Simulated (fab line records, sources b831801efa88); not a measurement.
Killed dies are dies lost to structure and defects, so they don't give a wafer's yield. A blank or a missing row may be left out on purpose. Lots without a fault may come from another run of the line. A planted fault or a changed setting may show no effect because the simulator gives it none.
Which tool did it? | flow gf180mcu | 14 lots, 42 wafers sampled, at 2 steps of a route of 602

WHAT THE GAUGES READ, wafer by wafer
GF_M2_THK_MEAS_06: measures by xrf.
lot  | measured     | on            | M2_ALCU_THK (nm)
L197 | day 18 05:54 | film_metro-04 | 455 464 457
L198 | day 18 19:51 | film_metro-03 | 454 449 450
L200 | day 19 12:17 | film_metro-03 | 449 451 448
L202 | day 20 03:22 | film_metro-01 | 450 448 460
L203 | day 20 15:37 | film_metro-04 | 453 453 454
L205 | day 21 07:08 | film_metro-01 | 451 448 452
L207 | day 22 06:25 | film_metro-01 | 455 458 452
L209 | day 22 23:28 | film_metro-03 | 454 457 454
L210 | day 23 02:27 | film_metro-04 | 448 459 462
L215 | day 24 15:44 | film_metro-03 | 455 455 457
L217 | day 25 10:10 | film_metro-03 | 453 460 459
L218 | day 25 18:13 | film_metro-04 | 463 458 460
L219 | day 26 01:32 | film_metro-04 | 462 457 455
L220 | day 26 01:38 | film_metro-03 | 439 450 447

GF_V2_OVL_MEAS_15.
lot  | measured     | on         | V2_OVL (nm)
L197 | day 20 09:16 | overlay-01 | -1 3 5
L198 | day 20 22:08 | overlay-01 | 1 5 2
L200 | day 21 14:18 | overlay-02 | 7 5 7
L202 | day 22 03:43 | overlay-02 | -1 -2 -3
L203 | day 22 15:38 | overlay-02 | 1 2 -1
L205 | day 23 07:06 | overlay-01 | 3 2 7
L207 | day 24 05:17 | overlay-02 | 1 -3 -6
L209 | day 24 21:14 | overlay-02 | -2 -5 4
L210 | day 25 00:40 | overlay-02 | 7 2 3
L215 | day 26 10:20 | overlay-01 | -5 -6 2
L217 | day 27 05:49 | overlay-01 | 2 -4 3
L218 | day 27 12:56 | overlay-02 | -3 -1 -3
L219 | day 27 20:01 | overlay-02 | -1 -2 -6
L220 | day 27 20:40 | overlay-02 | 11 8 1

WHICH TOOL RAN EACH LOT (tool, then ch and the chambers of the sampled wafers, then the start)
The record holds no process step before these readings.

WHAT THE TOOLS THEMSELVES READ (means of the sampled wafers that have a number; where no wafer has one, the mark that the record gives instead)
The record holds no such reading with a usual standard deviation.

THE ANSWER, worked out from the rows above alone
Rule: what is usual is taken from the lots themselves. Put in order of their means at a reading, lots are off if they are a third of the lots or fewer, leave a main group of 4 or more, and stand apart from it by a gap of 3 or more times the standard deviation of the main group's means; of several such gaps the widest counts. A main group whose means are all the same, to the digits that the tables above print for the reading, isn't used. A lot without any number at a reading at which 4 lots or more have one is off too. The other lots that the step has rows for count as sound. The gauges are gone through in route order, then the tools' own readings, and for those a lot's mean is taken as printed above. The first step at which some lot is off is used, and at that step the reading that is off furthest; a lot without a number counts as furthest.
No lot is off at any reading shown: from this, nothing can be told.

WHAT THE SIMULATOR HAD PUT IN
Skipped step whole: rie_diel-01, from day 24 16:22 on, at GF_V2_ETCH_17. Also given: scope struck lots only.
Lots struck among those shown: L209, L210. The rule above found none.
